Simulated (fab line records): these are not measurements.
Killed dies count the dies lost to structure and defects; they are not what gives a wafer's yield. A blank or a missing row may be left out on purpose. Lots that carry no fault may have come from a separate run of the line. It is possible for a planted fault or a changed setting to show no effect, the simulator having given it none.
The tool behind it: which one? | flow gf180mcu | Sampling: 13 lots, 39 wafers, 5 of 602 route steps

WHAT THE GAUGES SHOWED, per wafer
GF_VT_IMPLANT_TW_MEAS_10. Usual: for VT_IMPLANT_TW the level is 562 and the standard deviation is 7.
lot  | measured     | on            | VT_IMPLANT_TW | flag
L437 | day 5 19:14  | film-metro-02 | 564 563 564   |
L438 | day 6 07:37  | film-metro-02 | 564 564 564   |
L439 | day 6 07:48  | film-metro-03 | 570 570 572   |
L440 | day 6 15:31  | film-metro-01 | 555 556 558   |
L442 | day 7 00:58  | film-metro-03 | 572 575 575   |
L445 | day 7 18:36  | film-metro-01 | 562 562 560   |
L446 | day 8 01:55  | film-metro-03 | 576 574 575   |
L447 | day 8 03:18  | film-metro-02 | 565 563 561   |
L451 | day 9 04:42  | film-metro-01 | 557 556 556   |
L454 | day 10 00:49 | film-metro-02 | 564 561 561   |
L456 | day 10 11:12 | film-metro-01 | 554 553 554   |
L458 | day 11 00:26 | film-metro-03 | 574 575 575   |
L459 | day 11 05:19 | film-metro-01 | 556 559 558   |

GF_HV_LDD_TW_MEAS_38. Usual: for HV_LDD_3_TW the level is 1446 and the standard deviation is 14.
lot  | measured     | on            | HV_LDD_3_TW    | flag
L437 | day 11 18:35 | film-metro-04 | 1424 1429 1432 |
L438 | day 12 09:03 | film-metro-02 | 1440 1435 1436 |
L439 | day 12 11:56 | film-metro-03 | 1465 1466 1460 |
L440 | day 12 16:42 | film-metro-03 | 1459 1462 1462 |
L442 | day 13 06:58 | film-metro-02 | 1442 1449 1445 |
L445 | day 14 10:00 | film-metro-03 | 1460 1463 1450 |
L446 | day 14 16:11 | film-metro-02 | 1435 1428 1439 |
L447 | day 14 17:15 | film-metro-04 | 1430 1425 1434 |
L451 | day 16 04:08 | film-metro-02 | 1436 1436 1435 |
L454 | day 17 03:50 | film-metro-04 | 1430 1433 1427 |
L456 | day 17 18:02 | film-metro-03 | 1465 1463 1461 |
L458 | day 18 10:23 | film-metro-03 | 1453 1459 1458 |
L459 | day 18 16:24 | film-metro-04 | 1443 1439 1441 |

GF_SALICIDE_THK_MEAS_05: measures by xrf. Usual: for SALICIDE_TIN_THK the level is 20.0 nm and the standard deviation is 0.33.
lot  | measured     | on            | SALICIDE_TIN_THK (nm) | flag
L437 | day 15 08:32 | film-metro-04 | 20.0 20.2 20.3        |
L438 | day 16 00:10 | film-metro-01 | 20.2 19.7 20.1        |
L439 | day 16 03:33 | film-metro-03 | 19.8 19.9 19.9        |
L440 | day 16 09:04 | film-metro-01 | 19.6 19.6 19.9        |
L442 | day 17 01:29 | film-metro-03 | 20.5 20.8 20.4        |
L445 | day 18 08:33 | film-metro-03 | 20.0 20.3 20.7        |
L446 | day 18 14:47 | film-metro-01 | 19.8 19.8 19.6        |
L447 | day 18 16:20 | film-metro-01 | 19.9 20.0 20.0        |
L451 | day 20 06:55 | film-metro-01 | 19.6 20.3 20.6        |
L454 | day 21 09:55 | film-metro-04 | 16.8 19.6 20.2        | OFF
L456 | day 21 23:19 | film-metro-04 | 19.7 19.6 19.9        |
L458 | day 22 15:11 | film-metro-04 | 20.0 19.9 20.2        |
L459 | day 22 19:47 | film-metro-04 | 19.8 20.2 20.2        |

TOOL THAT RAN EACH LOT (tool first, then ch and the chambers of the sampled wafers, then the start)
lot  | GF_HV_LDD_ETCHBACK_58              | GF_SALICIDE_SPUTTER_03
L437 | rie-diel-01 ch 0,1,3, day 12 17:21 | pvd-sputter-01, day 15 08:23
L438 | rie-diel-03 ch 2,3, day 13 07:36   | pvd-sputter-02, day 16 00:01
L439 | rie-diel-03 ch 0,1,2, day 13 10:54 | pvd-sputter-01, day 16 03:24
L440 | rie-diel-03 ch 1,2, day 13 15:25   | pvd-sputter-03, day 16 08:54
L442 | rie-diel-03 ch 0,2,3, day 14 05:56 | pvd-sputter-03, day 17 01:14
L445 | rie-diel-04 ch 1,2,3, day 15 11:05 | pvd-sputter-02, day 18 08:24
L446 | rie-diel-04 ch 0,1,3, day 15 16:35 | pvd-sputter-03, day 18 14:38
L447 | rie-diel-03 ch 1,2,3, day 15 18:24 | pvd-sputter-01, day 18 16:11
L451 | rie-diel-01 ch 1,2, day 17 05:34   | pvd-sputter-02, day 20 06:46
L454 | rie-diel-01 ch 1,3, day 18 07:04   | pvd-sputter-02, day 21 09:46
L456 | rie-diel-01 ch 0,2,3, day 18 21:12 | pvd-sputter-01, day 21 23:11
L458 | rie-diel-04 ch 0,1, day 19 14:03   | pvd-sputter-01, day 22 15:01
L459 | rie-diel-04 ch 0,2, day 19 19:38   | pvd-sputter-03, day 22 19:37
- GF_HV_LDD_ETCHBACK_58: etches Si3N4 in CH3F/O2, stops on SiO2, time 100 s, target depth 90 nm.
- GF_SALICIDE_SPUTTER_03: material TiN, target thk 20 nm, time 16.7 s.

AS READ BY THE TOOLS THEMSELVES (means over the sampled wafers that have a number; for cases with no such wafer, the mark the record gives instead)
GF_HV_LDD_ETCHBACK_58. Usual: ch3f-flow-sccm 39.99 sccm, standard deviation 0.12; drypump-motor-current-A 5.7 A, standard deviation 0.39; oes-product-au 0.842 a.u., standard deviation 0.0071; rf-fwd-power-W 397.5 W, standard deviation 1.4; throttle-valve-pct 10.560 %, standard deviation 0.0096.
lot  | tool        | ch3f-flow-sccm (sccm) | drypump-motor-current-A (A) | oes-product-au (a.u.) | rf-fwd-power-W (W) | throttle-valve-pct (%) | flag
L437 | rie-diel-01 | 39.93                 | 5.6                         | 0.830                 | 396.5              | 10.555                 |
L438 | rie-diel-03 | 39.85                 | 5.2                         | 0.844                 | 397.8              | 10.563                 |
L439 | rie-diel-03 | 39.99                 | 5.6                         | 0.841                 | 397.2              | 10.563                 |
L440 | rie-diel-03 | 40.02                 | 5.8                         | 0.841                 | 398.0              | 10.553                 |
L442 | rie-diel-03 | 39.97                 | 5.3                         | 0.831                 | 397.6              | 10.557                 |
L445 | rie-diel-04 | 39.90                 | 6.0                         | 0.840                 | 397.6              | 10.565                 |
L446 | rie-diel-04 | 39.93                 | 5.9                         | 0.842                 | 398.5              | 10.561                 |
L447 | rie-diel-03 | 39.94                 | 5.6                         | 0.842                 | 397.0              | 10.562                 |
L451 | rie-diel-01 | 39.91                 | 5.7                         | 0.850                 | 397.7              | 10.558                 |
L454 | rie-diel-01 | 40.07                 | 5.4                         | 0.846                 | 398.7              | 10.560                 |
L456 | rie-diel-01 | 39.94                 | 5.9                         | 0.840                 | 396.6              | 10.556                 |
L458 | rie-diel-04 | 39.92                 | 5.8                         | 0.853                 | 398.9              | 10.566                 |
L459 | rie-diel-04 | 40.18                 | 5.5                         | 0.850                 | 398.5              | 10.561                 |

GF_SALICIDE_SPUTTER_03. Usual: cathode-dc-power-W 6499.9 W, standard deviation 1.3; throttle-valve-pct 30.2 %, standard deviation 1.2.
lot  | tool           | cathode-dc-power-W (W) | throttle-valve-pct (%) | flag
L437 | pvd-sputter-01 | 6499.5                 | 30.1                   |
L438 | pvd-sputter-02 | 6500.2                 | 31.2                   |
L439 | pvd-sputter-01 | 6499.7                 | 29.3                   |
L440 | pvd-sputter-03 | 6500.2                 | 29.3                   |
L442 | pvd-sputter-03 | 6500.1                 | 30.8                   |
L445 | pvd-sputter-02 | 6499.7                 | 31.0                   |
L446 | pvd-sputter-03 | 6499.1                 | 28.7                   |
L447 | pvd-sputter-01 | 6500.3                 | 29.8                   |
L451 | pvd-sputter-02 | 6498.7                 | 30.6                   |
L454 | pvd-sputter-02 | 6176.2                 | 30.8                   | OFF
L456 | pvd-sputter-01 | 6498.7                 | 29.9                   |
L458 | pvd-sputter-01 | 6499.9                 | 29.8                   |
L459 | pvd-sputter-03 | 6499.2                 | 30.0                   |

THE ANSWER, worked out from the rows above alone
Rule: a lot counts as off when the mean over its wafers that have a number is more than 3 standard deviations away from the usual mean. A lot without any number at a reading at which 4 lots or more have one is off too. All remaining lots with rows at the step are treated as sound. First the gauges in route order, then the tools' own readings, where a lot's mean is used as printed above. At the first step where some lot is off, the reading lying furthest off is the one used; lots without a number count as furthest.
Off: at GF_SALICIDE_THK_MEAS_05 (SALICIDE_TIN_THK), L454.
If a tool, at a process step before that reading, ran all the lots that are off and no sound lot after the first of them, it fits. The gauges at GF_SALICIDE_THK_MEAS_05 aren't tried: what is off there is off at GF_SALICIDE_SPUTTER_03 too, on other tools, and a gauge's error can't cause that. One fits: pvd-sputter-02 at GF_SALICIDE_SPUTTER_03. A fault onset in the window from L451 (day 20 06:46, its last sound lot) to L454 (day 21 09:46, its first lot off) fits.
On the lots that are off, the tool's own readings at GF_SALICIDE_SPUTTER_03 differ by more than 5 times the standard deviation of the sound lots' means, which bears it out; cathode-dc-power-W reads 6176.2 W there versus 6499.6 W on the sound lots.

WHAT HAD BEEN PUT IN BY THE SIMULATOR
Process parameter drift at GF_SALICIDE_SPUTTER_03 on pvd-sputter-02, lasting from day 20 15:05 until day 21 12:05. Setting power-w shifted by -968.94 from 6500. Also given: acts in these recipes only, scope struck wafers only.
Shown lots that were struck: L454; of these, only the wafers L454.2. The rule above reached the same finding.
